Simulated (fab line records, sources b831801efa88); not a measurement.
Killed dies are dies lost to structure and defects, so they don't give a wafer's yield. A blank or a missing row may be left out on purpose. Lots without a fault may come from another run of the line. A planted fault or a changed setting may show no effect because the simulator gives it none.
A struck lot beside a sound one | flow sky130 | 42 steps out of a route of 708
Sound: wafers L142.2, L142.4, L142.6. Struck: wafer L146.2. (L146.1, L146.3 of the same lot were not struck and are left out.) The cause comes at the end.
At each step with rows: each side's tool, then ch and its chambers, then its first start. Under that, the readings that differ: sound wafers | struck wafers | difference of the means | sigmas: that difference in standard deviations of wafers without a fault.
alike: readings whose means differ by less than 2 such deviations, and words and numbers that are the same on both sides. not compared: withheld readings, readings that some wafer has no value for, bounds like >300 that may hide the same value, and numbers for which the record gives no deviation and whose values overlap.
The two part at a step that has a row with sigmas, a row that says differs or no value, or rows on one side only. Numbers that don't overlap but have no deviation are shown without sigmas and don't part them. A reading that every wafer of one side lacks parts them only if that side has two wafers or more.

first, 1 step without rows for these wafers: SKY_POLY_CUT_ETCH_10 (etches BARC in N2/H2, stops on SiO2, time 45.9 s, target depth 60 nm).
SKY_POLY_CUT_ETCH_11: etches Si3N4 in CF4/CH2F2/Ar, stops on poly-Si, time 42.5 s, target depth 60 nm.
  sound on rie_diel-04 ch 0,1,2, day 28 04:15; struck on rie_diel-04 ch 3, day 29 10:05
  reading              | sound             | struck | difference | sigmas
  cf4_flow_sccm (sccm) | 39.92 39.98 39.96 | 40.20  | +0.25      | +2
  alike: drypump_motor_current_A, oes_product_au, throttle_valve_pct
  not compared: rf_hours_counter_h
SKY_POLY_CUT_STRIP_12: strips in O2/N2.
  sound on plasma_asher-01 ch 0,1, day 28 04:17; struck on plasma_asher-01 ch 0, day 29 10:07
  reading                      | sound             | struck | difference | sigmas
  strip_time_to_endpoint_s (s) | 5.424 5.387 5.380 | 5.360  | -0.037     | -2
  alike: drypump_motor_current_A, oes_product_au
  not compared: rf_hours_counter_h
then, 7 steps without rows for these wafers: SKY_SD_P_DEHYDRATE_00 (time 60 s); SKY_SD_P_HMDS_01 (prime time 60 s); SKY_SD_P_COAT_02 (resist thk 1140 nm); SKY_SD_P_SOFTBAKE_03 (time 60 s); SKY_SD_P_EXPOSE_04 (exposes mask PSDM, target cd 380 nm); SKY_SD_P_PEB_05; SKY_SD_P_DEVELOP_06 (develop time 60 s).
SKY_SD_P_CD_MEAS_07: target cd 380 nm.
  sound on cd_sem-02, day 29 09:09; struck on cd_sem-02, day 30 13:50
  alike: cd_nm
SKY_SD_P_OVL_MEAS_08:
  sound on overlay-01, day 29 09:16; struck on overlay-01, day 30 13:57
  alike: SD_P_OVL
SKY_SD_P_IMPLANT_09:
  sound on implanter-03 ch 0, day 29 09:19; struck on implanter-04 ch 0, day 30 13:59
SKY_SD_P_STRIP_10: strips in O2/N2.
  sound on plasma_asher-02 ch 0,1, day 29 09:26; struck on plasma_asher-03 ch 0, day 30 14:08
  alike: drypump_motor_current_A, oes_product_au, strip_time_to_endpoint_s
  not compared: rf_hours_counter_h
SKY_SD_P_TW_MEAS_11:
  sound on film_metro-01, day 29 09:33; struck on film_metro-03, day 30 14:14
  reading | sound          | struck | difference | sigmas
  SD_P_TW | 2874 2868 2868 | 2812   | -58        | -3
then, 8 steps without rows for these wafers: SKY_RES_XHIGH_DEHYDRATE_00 (time 60 s); SKY_RES_XHIGH_HMDS_01 (prime time 60 s); SKY_RES_XHIGH_COAT_02 (resist thk 1140 nm); SKY_RES_XHIGH_SOFTBAKE_03 (time 60 s); SKY_RES_XHIGH_EXPOSE_04 (exposes mask URPM, target cd 1270 nm); SKY_RES_XHIGH_PEB_05; SKY_RES_XHIGH_DEVELOP_06 (develop time 60 s); SKY_RES_XHIGH_IMPLANT_07.
SKY_RES_XHIGH_STRIP_08: strips in O2/N2.
  sound on plasma_asher-02 ch 0,1, day 30 13:40; struck on plasma_asher-02 ch 0, day 31 19:02
  alike: drypump_motor_current_A, oes_product_au, strip_time_to_endpoint_s
  not compared: rf_hours_counter_h
SKY_RES_XHIGH_TW_MEAS_09:
  sound on film_metro-01, day 30 13:46; struck on film_metro-02, day 31 19:08
  reading      | sound          | struck | difference | sigmas
  RES_XHIGH_TW | 1658 1669 1670 | 1633   | -33        | -3
then, 7 steps without rows for these wafers: SKY_SD_N_DEHYDRATE_00 (time 60 s); SKY_SD_N_HMDS_01 (prime time 60 s); SKY_SD_N_COAT_02 (resist thk 1140 nm); SKY_SD_N_SOFTBAKE_03 (time 60 s); SKY_SD_N_EXPOSE_04 (exposes mask NSDM, target cd 380 nm); SKY_SD_N_PEB_05; SKY_SD_N_DEVELOP_06 (develop time 60 s).
SKY_SD_N_CD_MEAS_07: target cd 380 nm.
  sound on cd_sem-01, day 31 18:47; struck on cd_sem-02, day 32 22:25
  alike: cd_nm
SKY_SD_N_OVL_MEAS_08:
  sound on overlay-01, day 31 18:53; struck on overlay-01, day 32 22:32
  alike: SD_N_OVL
then, 2 steps without rows for these wafers: SKY_SD_N_IMPLANT_09; SKY_SD_N_IMPLANT_10.
SKY_SD_N_STRIP_11: strips in O2/N2.
  sound on plasma_asher-04 ch 0,1, day 31 19:13; struck on plasma_asher-04 ch 0, day 32 22:52
  reading               | sound             | struck | difference | sigmas
  oes_product_au (a.u.) | 0.521 0.528 0.525 | 0.537  | +0.012     | +3
  alike: drypump_motor_current_A, strip_time_to_endpoint_s
  not compared: rf_hours_counter_h
SKY_SD_N_TW_MEAS_12:
  sound on film_metro-03, day 31 19:20; struck on film_metro-02, day 32 22:58
  alike: SD_N_TW
then, 2 steps without rows for these wafers: SKY_SD_N_CLEAN_13 (cleans in SC1/SC2, time 150 s); SKY_SD_N_RTA_14 (time 2 s).
SKY_SD_N_RS_MEAS_16: measures by four-point-probe.
  sound on film_metro-02, day 31 19:37; struck on film_metro-03, day 32 23:19
  alike: SD_N_RS
-- the record jumps here: 16 days lie between the struck wafers' starts before and after (it left off in module SD_N and takes up again in module PAD_OPEN, whose first step shown is number 708 of the route) --
SKY_PAD_OPEN_PROBE_99:
  sound on prober-01, day 48 18:23; struck on prober-01, day 49 10:58
  reading                                 | sound             | struck | difference | sigmas
  model.etest.res_high_po.rs_ohm_sq_range | 8.638 10.93 7.885 | 34.84  | +25.69     |
  model.etest.res_pdiff.rs_ohm_sq_range   | 4.452 5.792 5.893 | 8.811  | +3.432     |
  alike: killed_at_M0_to_M3, killed_at_M4_up, killed_at_contacts, killed_at_front_end, killed_at_other, killed_dies, killed_open, killed_short

WHERE THEY PART
First at SKY_POLY_CUT_ETCH_11; last, within this record, at SKY_SD_N_STRIP_11. Later steps at which nothing parts them and some readings are alike: SKY_SD_N_TW_MEAS_12, SKY_SD_N_RS_MEAS_16, SKY_PAD_OPEN_PROBE_99.

WHY: what the simulator had put in
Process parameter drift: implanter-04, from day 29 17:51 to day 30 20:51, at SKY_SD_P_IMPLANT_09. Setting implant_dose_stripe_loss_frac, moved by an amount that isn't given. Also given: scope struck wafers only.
